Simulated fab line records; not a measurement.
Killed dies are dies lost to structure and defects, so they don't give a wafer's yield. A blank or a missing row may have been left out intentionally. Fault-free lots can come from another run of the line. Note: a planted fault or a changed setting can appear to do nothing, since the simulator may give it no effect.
A struck lot beside a sound one    flow gf180mcu    17 out of 602 route steps
Sound: the wafers L162.2, L162.4, L162.6. Wafers L167.1, L167.5, L167.6 were the ones struck. The cause comes at the end.
Per side, at each step with rows, come the tool, then ch with its chambers, and then its first start. Under that, the readings that differ: sound wafers    struck wafers    difference of the means    sigmas: that difference in standard deviations of wafers without a fault.
alike: same words and numbers on both sides, and readings whose means sit less than 2 such deviations apart. not compared: any withheld reading, any reading some wafer has no value for, any bound like >300 that may hide the same value, and any number with overlapping values for which the record gives no deviation.
Wherever a step has rows on one side only, a row that says differs or no value, or a row with sigmas, the two part there. Numbers that don't overlap but have no deviation are shown without sigmas and don't part them. Lack of a reading on every wafer of one side parts them only where that side has two or more wafers.

GF_M2_SPUTTER_00: material Ti, target thk 37.5 nm, time 150 s.
  sound: pvd_sputter-02 at day 19 18:39; struck: pvd_sputter-01 at day 21 13:46
  alike: cathode_dc_power_W, throttle_valve_pct
GF_M2_SPUTTER_01: material TiN, target thk 30 nm, time 25 s.
  sound: pvd_sputter-02 at day 19 18:45; struck: pvd_sputter-01 at day 21 13:52
  alike: cathode_dc_power_W, throttle_valve_pct
GF_M2_SPUTTER_02: material AlCu, target thk 450 nm, time 23.9 s.
  sound: pvd_sputter-02 at day 19 18:47; struck: pvd_sputter-01 at day 21 13:54
  alike: cathode_dc_power_W, throttle_valve_pct
GF_M2_SPUTTER_03: material Ti, target thk 10 nm, time 6.7 s.
  sound: pvd_sputter-02 at day 19 18:49; struck: pvd_sputter-01 at day 21 13:56
  alike: cathode_dc_power_W, throttle_valve_pct
GF_M2_SPUTTER_04: material TiN, target thk 50 nm, time 41.7 s.
  sound: pvd_sputter-02 at day 19 18:50; struck: pvd_sputter-01 at day 21 13:57
  alike: cathode_dc_power_W, throttle_valve_pct
GF_M2_RS_MEAS_05: the measuring method here is four-point-probe.
  sound: film_metro-04 at day 19 18:53; struck: film_metro-04 at day 21 13:59
  alike: M2_ALCU_RS
GF_M2_THK_MEAS_06: measures by xrf.
  sound: film_metro-04 at day 19 19:00; struck: film_metro-04 at day 21 14:07
  alike: M2_ALCU_THK
then, 5 steps without rows for these wafers: GF_M2_DEHYDRATE_07 (time 60 s); GF_M2_HMDS_08 (prime time 60 s); GF_M2_COAT_09 (resist thk 1000 nm); GF_M2_SOFTBAKE_10 (time 60 s); GF_M2_EXPOSE_11 (exposes mask Metal2, target cd 280 nm).
GF_M2_PEB_12: peb time 90 s.
  sound on litho_track-04 ch 0, day 20 18:28; struck on litho_track-01 ch 0, day 22 12:33
  alike: exhaust_pa
then, 1 step without rows for these wafers: GF_M2_DEVELOP_13 (develop time 60 s).
GF_M2_CD_MEAS_14: target cd 280 nm.
  sound: cd_sem-02 at day 20 18:48; struck: cd_sem-01 at day 22 12:54
reading     sound              struck             difference  sigmas
cd_nm (nm)  279.6 279.8 279.5  275.9 275.8 275.1  -4.0        -4
GF_M2_OVL_MEAS_15:
  sound: overlay-02 at day 20 18:55; struck: overlay-01 at day 22 13:01
  alike: M2_OVL
GF_PASSIVATION_PROBE_99:
  the record holds rows for the sound wafers here (prober-01, day 30 05:49) but none for the struck ones

WHERE THEY PART
First at GF_M2_CD_MEAS_14; last, within this record, at GF_PASSIVATION_PROBE_99.

WHY: what had been put in by the simulator
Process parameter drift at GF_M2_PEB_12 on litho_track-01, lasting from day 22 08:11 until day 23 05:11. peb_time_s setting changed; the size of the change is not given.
